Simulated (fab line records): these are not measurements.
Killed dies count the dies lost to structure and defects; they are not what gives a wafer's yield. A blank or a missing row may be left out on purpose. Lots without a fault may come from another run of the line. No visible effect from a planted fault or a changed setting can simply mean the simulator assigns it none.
The tool behind it: which one? + flow sky130 + 72 wafers from 24 lots sampled at 3 of the route's 708 steps

== WHAT EACH GAUGE READ, for each wafer ==
SKY_SD_N_TW_MEAS_12.
| lot  | measured     | on           | SD_N_TW        |
|------|--------------|--------------|----------------|
| L074 | day 27 20:23 | filmMetro-04 | 3962 3975 3951 |
| L075 | day 27 23:01 | filmMetro-04 | 3966 3951 3968 |
| L076 | day 28 01:44 | filmMetro-03 | 3997 3998 3999 |
| L077 | day 29 01:11 | filmMetro-03 | 3975 3980 3978 |
| L079 | day 29 16:04 | filmMetro-03 | 3975 3973 3993 |
| L078 | day 29 18:28 | filmMetro-01 | 3939 3946 3923 |
| L084 | day 32 09:02 | filmMetro-04 | 3942 3926 3944 |
| L082 | day 32 09:04 | filmMetro-03 | 3974 3961 3955 |
| L080 | day 32 11:02 | filmMetro-01 | 3966 3968 3943 |
| L081 | day 32 12:16 | filmMetro-04 | 3968 3956 3927 |
| L085 | day 32 12:41 | filmMetro-04 | 3966 3942 3951 |
| L087 | day 32 13:35 | filmMetro-01 | 3946 3969 3953 |
| L086 | day 32 13:44 | filmMetro-03 | 3964 3983 3973 |
| L088 | day 32 14:02 | filmMetro-03 | 3945 3959 3967 |
| L083 | day 32 16:19 | filmMetro-04 | 3981 3963 3966 |
| L089 | day 32 16:59 | filmMetro-03 | 3992 3986 3984 |
| L090 | day 33 06:26 | filmMetro-01 | 3976 3955 3967 |
| L091 | day 33 07:19 | filmMetro-04 | 3971 3987 3990 |
| L092 | day 33 11:30 | filmMetro-01 | 3973 3954 3949 |
| L093 | day 34 02:10 | filmMetro-04 | 3964 3983 3973 |
| L094 | day 34 03:23 | filmMetro-03 | 3981 3985 3973 |
| L095 | day 34 09:55 | filmMetro-01 | 3981 3970 4001 |
| L096 | day 35 23:04 | filmMetro-03 | 3972 3977 3977 |
| L097 | day 35 23:58 | filmMetro-01 | 3966 3911 3919 |

SKY_VIA2_RS_MEAS_22: measurement is done with a four-point probe.
| lot  | measured     | on           | VIA2_W_RS (ohm/sq) |
|------|--------------|--------------|--------------------|
| L074 | day 36 05:08 | filmMetro-02 | 0.272 0.277 0.279  |
| L075 | day 36 07:16 | filmMetro-01 | 0.267 0.276 0.270  |
| L076 | day 36 09:37 | filmMetro-01 | 0.268 0.281 0.269  |
| L077 | day 37 07:31 | filmMetro-02 | 0.278 0.268 0.278  |
| L079 | day 37 22:40 | filmMetro-02 | 0.277 0.273 0.271  |
| L078 | day 38 00:51 | filmMetro-03 | 0.282 0.273 0.272  |
| L084 | day 40 12:23 | filmMetro-02 | 0.273 0.269 0.269  |
| L082 | day 40 10:52 | filmMetro-02 | 0.279 0.272 0.276  |
| L080 | day 40 11:22 | filmMetro-01 | 0.271 0.276 0.264  |
| L081 | day 40 13:55 | filmMetro-02 | 0.270 0.276 0.270  |
| L085 | day 40 14:45 | filmMetro-03 | 0.278 0.277 0.270  |
| L087 | day 40 15:32 | filmMetro-02 | 0.274 0.278 0.271  |
| L086 | day 40 15:43 | filmMetro-01 | 0.275 0.281 0.279  |
| L088 | day 40 16:30 | filmMetro-02 | 0.273 0.280 0.281  |
| L083 | day 40 15:22 | filmMetro-01 | 0.277 0.272 0.277  |
| L089 | day 40 17:04 | filmMetro-02 | 0.272 0.279 0.275  |
| L090 | day 41 05:38 | filmMetro-01 | 0.276 0.270 0.279  |
| L091 | day 41 07:00 | filmMetro-03 | 0.272 0.280 0.275  |
| L092 | day 41 10:37 | filmMetro-02 | 0.279 0.276 0.271  |
| L093 | day 41 21:37 | filmMetro-03 | 0.278 0.269 0.273  |
| L094 | day 41 23:38 | filmMetro-01 | 0.273 0.278 0.277  |
| L095 | day 42 04:04 | filmMetro-03 | 0.273 0.274 0.267  |
| L096 | day 43 15:57 | filmMetro-03 | 0.271 0.281 0.277  |
| L097 | day 43 15:58 | filmMetro-01 | 0.274 0.278 0.276  |

== TOOL THAT RAN EACH LOT (tool first, then ch and the chambers of the sampled wafers, then the start) ==
| lot  | SKY_METAL2_METAL_ETCH_19         |
|------|----------------------------------|
| L074 | rieMetal-01 ch 0,1, day 35 00:55 |
| L075 | rieMetal-03 ch 0,1, day 35 03:17 |
| L076 | rieMetal-02 ch 0,1, day 35 05:56 |
| L077 | rieMetal-03 ch 0,1, day 36 03:03 |
| L079 | rieMetal-01 ch 0,1, day 36 18:23 |
| L078 | rieMetal-01 ch 0,1, day 36 19:46 |
| L084 | rieMetal-03 ch 0,1, day 39 09:08 |
| L082 | rieMetal-03 ch 0,1, day 39 07:13 |
| L080 | rieMetal-01 ch 1, day 39 07:34   |
| L081 | rieMetal-01 ch 0,1, day 39 10:46 |
| L085 | rieMetal-03 ch 0,1, day 39 11:08 |
| L087 | rieMetal-02 ch 0,1, day 39 12:07 |
| L086 | rieMetal-01 ch 0,1, day 39 12:46 |
| L088 | rieMetal-03 ch 0,1, day 39 13:13 |
| L083 | rieMetal-01 ch 0,1, day 39 12:14 |
| L089 | rieMetal-02 ch 0,1, day 39 13:34 |
| L090 | rieMetal-01 ch 0,1, day 40 03:40 |
| L091 | rieMetal-02 ch 0, day 40 04:46   |
| L092 | rieMetal-01 ch 0, day 40 07:47   |
| L093 | rieMetal-02 ch 0,1, day 40 20:09 |
| L094 | rieMetal-01 ch 0,1, day 40 21:59 |
| L095 | rieMetal-02 ch 0,1, day 41 01:53 |
| L096 | rieMetal-01 ch 0,1, day 42 14:04 |
| L097 | rieMetal-03 ch 0,1, day 42 14:25 |
- SKY_METAL2_METAL_ETCH_19: etches the open film in Cl2/BCl3, stops on SiO2, target depth 360 nm, time 78 s.

== WHAT THE TOOLS THEMSELVES READ (means of the sampled wafers that have a number; where no wafer has one, the mark that the record gives instead) ==
SKY_METAL2_METAL_ETCH_19.
| lot  | tool        | bcl3FlowSccm (sccm) | drypumpMotorCurrentA (A) | oesProductAu (a.u.) | throttleValvePct (%) |
|------|-------------|---------------------|--------------------------|---------------------|----------------------|
| L074 | rieMetal-01 | 29.97               | 5.4                      | 0.852               | 22.261               |
| L075 | rieMetal-03 | 30.11               | 6.0                      | 0.861               | 22.265               |
| L076 | rieMetal-02 | 29.95               | 6.2                      | 0.854               | 22.265               |
| L077 | rieMetal-03 | 30.02               | 6.0                      | 0.861               | 22.265               |
| L079 | rieMetal-01 | 29.99               | 6.1                      | 0.844               | 22.255               |
| L078 | rieMetal-01 | 30.01               | 5.4                      | 0.855               | 22.263               |
| L084 | rieMetal-03 | 30.08               | 6.0                      | 0.852               | 22.257               |
| L082 | rieMetal-03 | 29.90               | 6.0                      | 0.854               | 22.263               |
| L080 | rieMetal-01 | 30.00               | 4.8                      | 0.859               | 22.273               |
| L081 | rieMetal-01 | 29.95               | 6.1                      | 0.858               | 22.266               |
| L085 | rieMetal-03 | 30.02               | 6.0                      | 0.856               | 22.266               |
| L087 | rieMetal-02 | 30.09               | 5.8                      | 0.855               | 22.265               |
| L086 | rieMetal-01 | 30.03               | 5.5                      | 0.856               | 22.271               |
| L088 | rieMetal-03 | 29.96               | 6.0                      | 0.842               | 22.263               |
| L083 | rieMetal-01 | 30.00               | 6.1                      | 0.861               | 22.265               |
| L089 | rieMetal-02 | 29.98               | 5.8                      | 0.853               | 22.264               |
| L090 | rieMetal-01 | 29.94               | 6.1                      | 0.856               | 22.270               |
| L091 | rieMetal-02 | 30.07               | 5.5                      | 0.848               | 22.262               |
| L092 | rieMetal-01 | 29.92               | 6.8                      | 0.860               | 22.266               |
| L093 | rieMetal-02 | 30.01               | 5.8                      | 0.859               | 22.266               |
| L094 | rieMetal-01 | 29.89               | 5.5                      | 0.866               | 22.261               |
| L095 | rieMetal-02 | 30.02               | 6.2                      | 0.858               | 22.262               |
| L096 | rieMetal-01 | 29.93               | 6.1                      | 0.860               | 22.258               |
| L097 | rieMetal-03 | 30.03               | 6.0                      | 0.861               | 22.267               |

== THE ANSWER, worked out from the rows above alone ==
Rule: what is usual is taken from the lots themselves. Put in order of their means at a reading, lots are off if they are a third of the lots or fewer, leave a main group of 4 or more, and stand apart from it by a gap of 3 or more times the standard deviation of the main group's means; of several such gaps the widest counts. If all means in a main group match to the digits the tables above print for the reading, that group is not used. Also off: a lot with no number at a reading for which 4 or more lots have one. Any other lot the step has rows for is counted as sound. The gauges are gone through in route order, then the tools' own readings, and for those a lot's mean is taken as printed above. The first step at which some lot is off is used, and at that step the reading that is off furthest; a lot without a number counts as furthest.
Nothing can be told from this: no lot is off at any reading shown.

== WHAT THE SIMULATOR PUT IN ==
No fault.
